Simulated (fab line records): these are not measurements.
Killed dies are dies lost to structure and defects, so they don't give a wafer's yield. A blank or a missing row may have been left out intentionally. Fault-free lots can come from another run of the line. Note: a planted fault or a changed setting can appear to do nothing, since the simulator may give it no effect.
Which tool was responsible? || flow sky130 || 14 lots with 42 wafers sampled at 5 steps, on a route of 708 steps

WHAT EACH GAUGE READ, for each wafer
SKY_POLY_CUT_OVL_MEAS_09. Usual: POLY_CUT_OVL typically reads -2 nm, with standard deviation 5.9.
{"lot": "L774", "measured": "day 25 06:46", "on": "overlay-02", "POLY_CUT_OVL (nm)": "9 -6 -6", "flag": ""}
{"lot": "L777", "measured": "day 26 11:41", "on": "overlay-01", "POLY_CUT_OVL (nm)": "-4 -11 -3", "flag": ""}
{"lot": "L780", "measured": "day 27 13:38", "on": "overlay-01", "POLY_CUT_OVL (nm)": "-6 5 0", "flag": ""}
{"lot": "L781", "measured": "day 28 00:34", "on": "overlay-01", "POLY_CUT_OVL (nm)": "4 -1 -2", "flag": ""}
{"lot": "L782", "measured": "day 28 02:46", "on": "overlay-01", "POLY_CUT_OVL (nm)": "-9 -5 -7", "flag": ""}
{"lot": "L783", "measured": "day 28 12:23", "on": "overlay-01", "POLY_CUT_OVL (nm)": "1 -2 3", "flag": ""}
{"lot": "L785", "measured": "day 29 01:59", "on": "overlay-01", "POLY_CUT_OVL (nm)": "-9 -8 -8", "flag": ""}
{"lot": "L789", "measured": "day 30 09:43", "on": "overlay-02", "POLY_CUT_OVL (nm)": "-6 -12 -6", "flag": ""}
{"lot": "L791", "measured": "day 31 10:08", "on": "overlay-01", "POLY_CUT_OVL (nm)": "1 -4 3", "flag": ""}
{"lot": "L792", "measured": "day 31 12:40", "on": "overlay-02", "POLY_CUT_OVL (nm)": "2 0 7", "flag": ""}
{"lot": "L793", "measured": "day 31 15:32", "on": "overlay-02", "POLY_CUT_OVL (nm)": "-1 2 4", "flag": ""}
{"lot": "L794", "measured": "day 31 21:41", "on": "overlay-02", "POLY_CUT_OVL (nm)": "0 1 6", "flag": ""}
{"lot": "L795", "measured": "day 32 10:43", "on": "overlay-02", "POLY_CUT_OVL (nm)": "-6 -11 -18", "flag": ""}
{"lot": "L796", "measured": "day 32 19:32", "on": "overlay-01", "POLY_CUT_OVL (nm)": "0 7 1", "flag": ""}

SKY_SD_N_OVL_MEAS_08. Usual: SD_N_OVL typically reads -0.1 nm, with standard deviation 1.3.
{"lot": "L774", "measured": "day 28 23:29", "on": "overlay-02", "SD_N_OVL (nm)": "-0.1 0.8 0.5", "flag": ""}
{"lot": "L777", "measured": "day 30 05:24", "on": "overlay-02", "SD_N_OVL (nm)": "-0.4 -1.5 -0.8", "flag": ""}
{"lot": "L780", "measured": "day 31 03:23", "on": "overlay-02", "SD_N_OVL (nm)": "-1.0 -1.2 -0.1", "flag": ""}
{"lot": "L781", "measured": "day 31 13:38", "on": "overlay-02", "SD_N_OVL (nm)": "-0.1 0.1 -1.0", "flag": ""}
{"lot": "L782", "measured": "day 31 15:23", "on": "overlay-01", "SD_N_OVL (nm)": "0.7 1.6 1.6", "flag": ""}
{"lot": "L783", "measured": "day 32 00:32", "on": "overlay-01", "SD_N_OVL (nm)": "-0.1 -0.1 -0.6", "flag": ""}
{"lot": "L785", "measured": "day 32 15:26", "on": "overlay-01", "SD_N_OVL (nm)": "-2.4 0.2 1.5", "flag": ""}
{"lot": "L789", "measured": "day 33 20:30", "on": "overlay-01", "SD_N_OVL (nm)": "3.0 2.1 2.2", "flag": ""}
{"lot": "L791", "measured": "day 34 20:44", "on": "overlay-02", "SD_N_OVL (nm)": "-3.2 -1.9 -2.8", "flag": ""}
{"lot": "L792", "measured": "day 34 22:32", "on": "overlay-01", "SD_N_OVL (nm)": "0.2 0.1 1.4", "flag": ""}
{"lot": "L793", "measured": "day 35 01:29", "on": "overlay-01", "SD_N_OVL (nm)": "1.2 -1.0 0.6", "flag": ""}
{"lot": "L794", "measured": "day 35 07:50", "on": "overlay-01", "SD_N_OVL (nm)": "0.1 0.8 0.1", "flag": ""}
{"lot": "L795", "measured": "day 35 20:44", "on": "overlay-01", "SD_N_OVL (nm)": "1.5 -0.2 -1.1", "flag": ""}
{"lot": "L796", "measured": "day 36 04:54", "on": "overlay-02", "SD_N_OVL (nm)": "-0.9 -2.3 0.8", "flag": ""}

SKY_SD_N_RS_MEAS_16: measurement is done with a four-point probe. Usual: SD_N_RS typically reads 68.50 ohm/sq, with standard deviation 0.11.
{"lot": "L774", "measured": "day 29 00:14", "on": "film metro-01", "SD_N_RS (ohm/sq)": "68.40 68.49 68.51", "flag": ""}
{"lot": "L777", "measured": "day 30 06:09", "on": "film metro-03", "SD_N_RS (ohm/sq)": "68.62 68.58 68.64", "flag": ""}
{"lot": "L780", "measured": "day 31 04:06", "on": "film metro-04", "SD_N_RS (ohm/sq)": "68.45 68.37 68.66", "flag": ""}
{"lot": "L781", "measured": "day 31 14:23", "on": "film metro-04", "SD_N_RS (ohm/sq)": "68.42 68.61 68.41", "flag": ""}
{"lot": "L782", "measured": "day 31 16:06", "on": "film metro-03", "SD_N_RS (ohm/sq)": "68.55 68.59 68.49", "flag": ""}
{"lot": "L783", "measured": "day 32 01:17", "on": "film metro-04", "SD_N_RS (ohm/sq)": "68.62 68.47 68.50", "flag": ""}
{"lot": "L785", "measured": "day 32 16:20", "on": "film metro-01", "SD_N_RS (ohm/sq)": "68.38 68.27 68.48", "flag": ""}
{"lot": "L789", "measured": "day 33 21:13", "on": "film metro-01", "SD_N_RS (ohm/sq)": "68.37 68.42 68.34", "flag": ""}
{"lot": "L791", "measured": "day 34 21:29", "on": "film metro-01", "SD_N_RS (ohm/sq)": "68.40 68.52 68.45", "flag": ""}
{"lot": "L792", "measured": "day 34 23:17", "on": "film metro-04", "SD_N_RS (ohm/sq)": "68.58 68.49 68.36", "flag": ""}
{"lot": "L793", "measured": "day 35 02:12", "on": "film metro-04", "SD_N_RS (ohm/sq)": "68.49 68.28 68.42", "flag": ""}
{"lot": "L794", "measured": "day 35 08:33", "on": "film metro-04", "SD_N_RS (ohm/sq)": "68.60 68.62 68.48", "flag": ""}
{"lot": "L795", "measured": "day 35 21:28", "on": "film metro-04", "SD_N_RS (ohm/sq)": "68.72 68.76 68.80", "flag": ""}
{"lot": "L796", "measured": "day 36 05:38", "on": "film metro-01", "SD_N_RS (ohm/sq)": "68.47 68.41 68.50", "flag": ""}

SKY_LI_CONTACT_BOW_MEAS_03. Usual: LI_CONTACT_BOW typically reads 55 um, with standard deviation 7.1.
{"lot": "L774", "measured": "day 29 01:05", "on": "film metro-04", "LI_CONTACT_BOW (um)": "56 69 57", "flag": ""}
{"lot": "L777", "measured": "day 30 06:59", "on": "film metro-03", "LI_CONTACT_BOW (um)": "61 51 55", "flag": ""}
{"lot": "L780", "measured": "day 31 04:56", "on": "film metro-03", "LI_CONTACT_BOW (um)": "51 51 48", "flag": ""}
{"lot": "L781", "measured": "day 31 15:14", "on": "film metro-03", "LI_CONTACT_BOW (um)": "50 50 53", "flag": ""}
{"lot": "L782", "measured": "day 31 16:56", "on": "film metro-03", "LI_CONTACT_BOW (um)": "51 40 38 - - -", "flag": ""}
{"lot": "L783", "measured": "day 32 02:22", "on": "film metro-03", "LI_CONTACT_BOW (um)": "50 59 49", "flag": ""}
{"lot": "L785", "measured": "day 32 17:11", "on": "film metro-03", "LI_CONTACT_BOW (um)": "53 53 66", "flag": ""}
{"lot": "L789", "measured": "day 33 22:04", "on": "film metro-03", "LI_CONTACT_BOW (um)": "64 48 47", "flag": ""}
{"lot": "L791", "measured": "day 34 22:20", "on": "film metro-04", "LI_CONTACT_BOW (um)": "58 72 54", "flag": ""}
{"lot": "L792", "measured": "day 35 00:08", "on": "film metro-03", "LI_CONTACT_BOW (um)": "49 53 65", "flag": ""}
{"lot": "L793", "measured": "day 35 03:02", "on": "film metro-01", "LI_CONTACT_BOW (um)": "60 62 52", "flag": ""}
{"lot": "L794", "measured": "day 35 09:41", "on": "film metro-01", "LI_CONTACT_BOW (um)": "56 51 55", "flag": ""}
{"lot": "L795", "measured": "day 35 22:18", "on": "film metro-04", "LI_CONTACT_BOW (um)": "47 52 60", "flag": ""}
{"lot": "L796", "measured": "day 36 06:29", "on": "film metro-01", "LI_CONTACT_BOW (um)": "48 68 51", "flag": ""}

WHICH TOOL RAN EACH LOT (tool, then ch and the chambers of the sampled wafers, then the start)
{"lot": "L774", "SKY_SD_N_STRIP_11": "plasma asher-04 ch 0,1, day 28 23:51"}
{"lot": "L777", "SKY_SD_N_STRIP_11": "plasma asher-02 ch 0,1, day 30 05:46"}
{"lot": "L780", "SKY_SD_N_STRIP_11": "plasma asher-01 ch 0, day 31 03:43"}
{"lot": "L781", "SKY_SD_N_STRIP_11": "plasma asher-04 ch 0,1, day 31 14:00"}
{"lot": "L782", "SKY_SD_N_STRIP_11": "plasma asher-04 ch 0,1, day 31 15:43"}
{"lot": "L783", "SKY_SD_N_STRIP_11": "plasma asher-04 ch 0,1, day 32 00:52"}
{"lot": "L785", "SKY_SD_N_STRIP_11": "plasma asher-02 ch 0,1, day 32 15:46"}
{"lot": "L789", "SKY_SD_N_STRIP_11": "plasma asher-02 ch 0,1, day 33 20:50"}
{"lot": "L791", "SKY_SD_N_STRIP_11": "plasma asher-02 ch 0,1, day 34 21:06"}
{"lot": "L792", "SKY_SD_N_STRIP_11": "plasma asher-02 ch 0,1, day 34 22:52"}
{"lot": "L793", "SKY_SD_N_STRIP_11": "plasma asher-04 ch 0,1, day 35 01:49"}
{"lot": "L794", "SKY_SD_N_STRIP_11": "plasma asher-01 ch 1, day 35 08:10"}
{"lot": "L795", "SKY_SD_N_STRIP_11": "plasma asher-02 ch 0,1, day 35 21:04"}
{"lot": "L796", "SKY_SD_N_STRIP_11": "plasma asher-02 ch 0,1, day 36 05:14"}
- SKY_SD_N_STRIP_11: strips in O2/N2.

AS READ BY THE TOOLS THEMSELVES (means over the sampled wafers that have a number; for cases with no such wafer, the mark the record gives instead)
SKY_SD_N_STRIP_11. Usual: chamber pressure mTorr 1500.2 mTorr, standard deviation 1.3; drypump motor current A 5.7 A, standard deviation 0.3; n2 flow sccm 300.0 sccm, standard deviation 0.82; oes product au 0.527 a.u., standard deviation 0.0042; strip time to endpoint s 22.55 s, standard deviation 0.039.
{"lot": "L774", "tool": "plasma asher-04", "chamber pressure mTorr (mTorr)": 1499.2, "drypump motor current A (A)": 5.4, "n2 flow sccm (sccm)": 299.7, "oes product au (a.u.)": 0.526, "strip time to endpoint s (s)": 22.59, "flag": ""}
{"lot": "L777", "tool": "plasma asher-02", "chamber pressure mTorr (mTorr)": 1499.4, "drypump motor current A (A)": 5.8, "n2 flow sccm (sccm)": 299.7, "oes product au (a.u.)": 0.519, "strip time to endpoint s (s)": 22.56, "flag": ""}
{"lot": "L780", "tool": "plasma asher-01", "chamber pressure mTorr (mTorr)": 1501.3, "drypump motor current A (A)": 6.0, "n2 flow sccm (sccm)": 300.3, "oes product au (a.u.)": 0.522, "strip time to endpoint s (s)": 22.52, "flag": ""}
{"lot": "L781", "tool": "plasma asher-04", "chamber pressure mTorr (mTorr)": "-", "drypump motor current A (A)": "-", "n2 flow sccm (sccm)": "-", "oes product au (a.u.)": "-", "strip time to endpoint s (s)": "-", "flag": "OFF"}
{"lot": "L782", "tool": "plasma asher-04", "chamber pressure mTorr (mTorr)": "-", "drypump motor current A (A)": "-", "n2 flow sccm (sccm)": "-", "oes product au (a.u.)": "-", "strip time to endpoint s (s)": "-", "flag": "OFF"}
{"lot": "L783", "tool": "plasma asher-04", "chamber pressure mTorr (mTorr)": 1500.6, "drypump motor current A (A)": 5.6, "n2 flow sccm (sccm)": 299.9, "oes product au (a.u.)": 0.528, "strip time to endpoint s (s)": 22.49, "flag": ""}
{"lot": "L785", "tool": "plasma asher-02", "chamber pressure mTorr (mTorr)": 1501.1, "drypump motor current A (A)": 5.9, "n2 flow sccm (sccm)": 299.2, "oes product au (a.u.)": 0.527, "strip time to endpoint s (s)": 22.58, "flag": ""}
{"lot": "L789", "tool": "plasma asher-02", "chamber pressure mTorr (mTorr)": 1500.6, "drypump motor current A (A)": 5.9, "n2 flow sccm (sccm)": 299.1, "oes product au (a.u.)": 0.528, "strip time to endpoint s (s)": 22.55, "flag": ""}
{"lot": "L791", "tool": "plasma asher-02", "chamber pressure mTorr (mTorr)": 1500.2, "drypump motor current A (A)": 5.8, "n2 flow sccm (sccm)": 300.1, "oes product au (a.u.)": 0.528, "strip time to endpoint s (s)": 22.57, "flag": ""}
{"lot": "L792", "tool": "plasma asher-02", "chamber pressure mTorr (mTorr)": 1500.3, "drypump motor current A (A)": 5.9, "n2 flow sccm (sccm)": 299.7, "oes product au (a.u.)": 0.527, "strip time to endpoint s (s)": 22.59, "flag": ""}
{"lot": "L793", "tool": "plasma asher-04", "chamber pressure mTorr (mTorr)": 1499.5, "drypump motor current A (A)": 5.4, "n2 flow sccm (sccm)": 300.1, "oes product au (a.u.)": 0.526, "strip time to endpoint s (s)": 22.50, "flag": ""}
{"lot": "L794", "tool": "plasma asher-01", "chamber pressure mTorr (mTorr)": 1499.7, "drypump motor current A (A)": 5.8, "n2 flow sccm (sccm)": 300.3, "oes product au (a.u.)": 0.529, "strip time to endpoint s (s)": 22.58, "flag": ""}
{"lot": "L795", "tool": "plasma asher-02", "chamber pressure mTorr (mTorr)": 1500.7, "drypump motor current A (A)": 5.9, "n2 flow sccm (sccm)": 300.6, "oes product au (a.u.)": 0.526, "strip time to endpoint s (s)": 22.53, "flag": ""}
{"lot": "L796", "tool": "plasma asher-02", "chamber pressure mTorr (mTorr)": 1499.4, "drypump motor current A (A)": 5.9, "n2 flow sccm (sccm)": 300.2, "oes product au (a.u.)": 0.527, "strip time to endpoint s (s)": 22.54, "flag": ""}

THE ANSWER, worked out from the rows above alone
Rule: take the mean of a lot's wafers that have a number; if it is more than 3 standard deviations from the usual mean, the lot is off. Also off: a lot with no number at a reading for which 4 or more lots have one. The other lots that the step has rows for count as sound. After the gauges, taken in route order, come the tools' own readings; for these a lot's mean is taken, as printed above. At the first step where some lot is off, the reading lying furthest off is the one used; lots without a number count as furthest.
Off, at SKY_SD_N_STRIP_11 on chamber pressure mTorr: L781, L782. Without a number there: L781, L782.
If a tool, at that step or one of the process steps before it, ran each lot that is off and ran no sound lot following the first of them, it fits. Not one of the candidates tried fits.

WHAT WAS PUT IN BY THE SIMULATOR
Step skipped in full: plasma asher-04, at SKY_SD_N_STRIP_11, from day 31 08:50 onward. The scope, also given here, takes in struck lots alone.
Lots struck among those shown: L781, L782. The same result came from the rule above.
